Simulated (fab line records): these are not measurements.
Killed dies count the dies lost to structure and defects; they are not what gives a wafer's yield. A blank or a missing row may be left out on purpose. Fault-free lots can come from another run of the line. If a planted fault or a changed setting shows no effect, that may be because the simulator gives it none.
Which tool is to blame? ; flow sky130 ; 11 lots with 33 wafers sampled at 5 steps, on a route of 708 steps

WHAT THE GAUGES READ, wafer by wafer
SKY_LDD_LDN_TW_MEAS_13. Usual: LDD_LDN_TW typically reads 1471, with standard deviation 8.9.
lot;measured;on;LDD_LDN_TW;flag
L905;day 22 18:25;filmMetro-03;1480 1473 1476;
L906;day 23 03:31;filmMetro-01;1469 1466 1471;
L908;day 23 21:00;filmMetro-04;1472 1470 1478;
L910;day 24 20:39;filmMetro-01;1463 1461 1467;
L912;day 25 10:50;filmMetro-03;1488 1485 1484;
L920;day 28 21:00;filmMetro-01;1473 1474 1466;
L923;day 29 12:47;filmMetro-04;1464 1459 1462;
L922;day 29 17:06;filmMetro-03;1489 1487 1484;
L924;day 30 01:26;filmMetro-01;1475 1467 1472;
L927;day 30 16:31;filmMetro-01;1471 1465 1472;
L928;day 30 19:15;filmMetro-01;1478 1467 1471;

SKY_LOCAL_INTERCONNECT_RS_MEAS_01: uses a four-point probe to measure. Usual: LOCAL_INTERCONNECT_TIN_RS typically reads 14.14 ohm/sq, with standard deviation 0.16.
lot;measured;on;LOCAL_INTERCONNECT_TIN_RS (ohm/sq);flag
L905;day 29 02:43;filmMetro-01;14.17 14.20 14.15;
L906;day 29 11:38;filmMetro-01;14.28 14.45 14.47;
L908;day 30 02:31;filmMetro-03;14.20 14.18 14.24;
L910;day 31 00:19;filmMetro-03;14.16 14.24 14.00;
L912;day 31 13:11;filmMetro-02;14.13 14.04 14.16;
L920;day 34 18:58;filmMetro-01;14.42 14.34 14.32;
L923;day 35 10:05;filmMetro-01;13.76 13.64 13.68;
L922;day 35 14:09;filmMetro-01;14.06 14.08 14.08;
L924;day 35 21:23;filmMetro-02;14.22 14.19 14.31;
L927;day 36 09:40;filmMetro-01;13.94 13.86 13.90;
L928;day 36 15:04;filmMetro-01;14.19 14.14 14.24;

SKY_CONTACT_CD_MEAS_14 targets a cd of 170 nm. Usual: cdNm reads 170.2 nm (standard deviation 1.5).
lot;measured;on;cdNm (nm);flag
L905;day 31 11:39;cdSem-02;168.9 169.2 170.0;
L906;day 31 20:23;cdSem-02;170.7 171.1 171.5;
L908;day 32 11:35;cdSem-01;171.7 171.7 171.9;
L910;day 33 08:37;cdSem-01;168.6 169.9 167.9;
L912;day 33 20:01;cdSem-01;168.9 167.9 168.8;
L920;day 37 01:29;cdSem-01;168.8 171.1 169.8;
L923;day 37 14:39;cdSem-01;167.8 168.6 167.5;
L922;day 37 19:12;cdSem-02;170.4 170.9 169.4;
L924;day 38 02:40;cdSem-01;170.7 170.3 169.6;
L927;day 38 15:36;cdSem-02;169.2 168.9 168.7;
L928;day 38 20:57;cdSem-02;171.1 171.9 171.7;

SKY_PASSIVATION_THK_MEAS_03. Usual: PASSIVATION_CVD_02_THK typically reads 539 nm, with standard deviation 6.5.
lot;measured;on;PASSIVATION_CVD_02_THK (nm);flag
L905;day 43 18:46;filmMetro-02;546 551 558;
L906;day 44 03:35;filmMetro-02;541 543 549;
L908;day 44 15:41;filmMetro-02;533 534 540;
L910;day 45 08:31;filmMetro-02;529 842 535 529 841 535;OFF
L912;day 45 19:04;filmMetro-04;536 844 855 536 845 854;OFF
L920;day 48 06:52;filmMetro-02;542 544 540;
L923;day 48 15:49;filmMetro-02;535 551 544;
L922;day 48 18:35;filmMetro-03;541 539 550;
L924;day 48 22:56;filmMetro-03;529 533 527;
L927;day 49 10:17;filmMetro-02;538 538 543;
L928;day 49 12:58;filmMetro-04;530 536 545;

EACH LOT AND THE TOOL THAT RAN IT (in order: tool; ch and the chambers of the sampled wafers; start)
lot;SKY_PASSIVATION_CVD_02
L905;pecvd-04 ch 1,2, day 43 18:32
L906;pecvd-03 ch 0,2, day 44 03:22
L908;pecvd-04 ch 0,1,2, day 44 15:28
L910;pecvd-04 ch 0,1,2, day 45 08:17
L912;pecvd-04 ch 0,1, day 45 18:49
L920;pecvd-04 ch 0,1,2, day 48 06:43
L923;pecvd-04 ch 0,1,2, day 48 15:35
L922;pecvd-04 ch 0,1,2, day 48 18:22
L924;pecvd-03 ch 0,1, day 48 22:35
L927;pecvd-04 ch 0,1,2, day 49 10:04
L928;pecvd-03 ch 0,1, day 49 12:43
- SKY_PASSIVATION_CVD_02: deposits Si3N4, target thk 540 nm.

AS READ BY THE TOOLS THEMSELVES (means over the sampled wafers that have a number; for cases with no such wafer, the mark the record gives instead)
SKY_PASSIVATION_CVD_02. Usual: heaterPowerW reads 693 W (standard deviation 86).
lot;tool;heaterPowerW (W);flag
L905;pecvd-04;649;
L906;pecvd-03;651;
L908;pecvd-04;680;
L910;pecvd-04;720;
L912;pecvd-04;705;
L920;pecvd-04;656;
L923;pecvd-04;729;
L922;pecvd-04;719;
L924;pecvd-03;737;
L927;pecvd-04;728;
L928;pecvd-03;709;

THE ANSWER, worked out from the rows above alone
Rule: lot off if the mean of its wafers having a number is beyond 3 standard deviations from the usual mean. A lot without any number at a reading at which 4 lots or more have one is off too. All remaining lots with rows at the step are treated as sound. After the gauges, taken in route order, come the tools' own readings; for these a lot's mean is taken, as printed above. At the first step where some lot is off, the reading lying furthest off is the one used; lots without a number count as furthest.
Off: at SKY_PASSIVATION_THK_MEAS_03 (PASSIVATION_CVD_02_THK), L910, L912.
If a tool, at a process step before that reading, ran all the lots that are off and no sound lot after the first of them, it fits. Gauges at SKY_PASSIVATION_THK_MEAS_03: tried the same way as those tools. Of those tried, none fits.

WHAT THE SIMULATOR PUT IN
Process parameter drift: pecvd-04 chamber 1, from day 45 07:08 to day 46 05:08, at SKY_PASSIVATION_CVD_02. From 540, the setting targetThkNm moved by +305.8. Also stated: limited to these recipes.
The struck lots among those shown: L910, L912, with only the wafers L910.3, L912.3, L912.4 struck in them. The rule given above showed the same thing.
